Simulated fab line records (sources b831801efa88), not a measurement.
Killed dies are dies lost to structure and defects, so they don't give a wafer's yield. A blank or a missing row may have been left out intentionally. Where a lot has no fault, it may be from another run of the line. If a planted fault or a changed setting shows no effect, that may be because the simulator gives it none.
The tool behind it: which one? || flow sky130 || 6 lots with 18 wafers sampled at 2 steps, on a route of 708 steps

== WHAT THE GAUGES SHOWED, per wafer ==
SKY_RES_PROTECT_TW_MEAS_08.
{"lot": "L247", "measured": "day 15 20:27", "on": "film-metro-02", "POLY_GATE_TW": "4049 4022 4041"}
{"lot": "L250", "measured": "day 17 00:44", "on": "film-metro-02", "POLY_GATE_TW": "4094 4075 4060"}
{"lot": "L257", "measured": "day 19 05:13", "on": "film-metro-01", "POLY_GATE_TW": "4077 4081 4073"}
{"lot": "L259", "measured": "day 20 00:44", "on": "film-metro-01", "POLY_GATE_TW": "4066 4072 4080"}
{"lot": "L261", "measured": "day 20 15:41", "on": "film-metro-04", "POLY_GATE_TW": "30 30 30"}
{"lot": "L265", "measured": "day 22 05:04", "on": "film-metro-04", "POLY_GATE_TW": "4018 4017 4025"}

== EACH LOT AND THE TOOL THAT RAN IT (in order: tool; ch and the chambers of the sampled wafers; start) ==
{"lot": "L247", "SKY_RES_PROTECT_EXPOSE_04": "iline-stepper-02 ch 0, day 15 06:16"}
{"lot": "L250", "SKY_RES_PROTECT_EXPOSE_04": "iline-stepper-01 ch 0, day 16 10:09"}
{"lot": "L257", "SKY_RES_PROTECT_EXPOSE_04": "iline-stepper-01 ch 0, day 18 15:04"}
{"lot": "L259", "SKY_RES_PROTECT_EXPOSE_04": "iline-stepper-02 ch 0, day 19 08:56"}
{"lot": "L261", "SKY_RES_PROTECT_EXPOSE_04": "iline-stepper-01 ch 0, day 20 00:37"}
{"lot": "L265", "SKY_RES_PROTECT_EXPOSE_04": "iline-stepper-01 ch 0, day 21 14:40"}
- SKY_RES_PROTECT_EXPOSE_04: exposes mask RPM, target cd 1270 nm.

== THE ANSWER, worked out from the rows above alone ==
Rule: usual is defined by the lots themselves. The widest of any qualifying gaps counts: lots, ordered by their means at a reading, are off when they make up no more than a third of the lots, leave a main group of 4 or more, and stand apart from it by 3 or more times the standard deviation of that group's means. The tables above print the reading to a certain number of digits; a main group whose means all agree to those digits is not used. A lot without any number at a reading at which 4 lots or more have one is off too. Any other lot the step has rows for is counted as sound.
Off: at SKY_RES_PROTECT_TW_MEAS_08 (POLY_GATE_TW), L261. The main group has a mean of 4057 with a standard deviation of 24.
A tool fits if, at a process step before that reading, it ran every lot that is off, and no sound lot after the first of them. Gauges at SKY_RES_PROTECT_TW_MEAS_08: tried the same way as those tools. Not one of the candidates tried fits.

== WHAT THE SIMULATOR PUT IN ==
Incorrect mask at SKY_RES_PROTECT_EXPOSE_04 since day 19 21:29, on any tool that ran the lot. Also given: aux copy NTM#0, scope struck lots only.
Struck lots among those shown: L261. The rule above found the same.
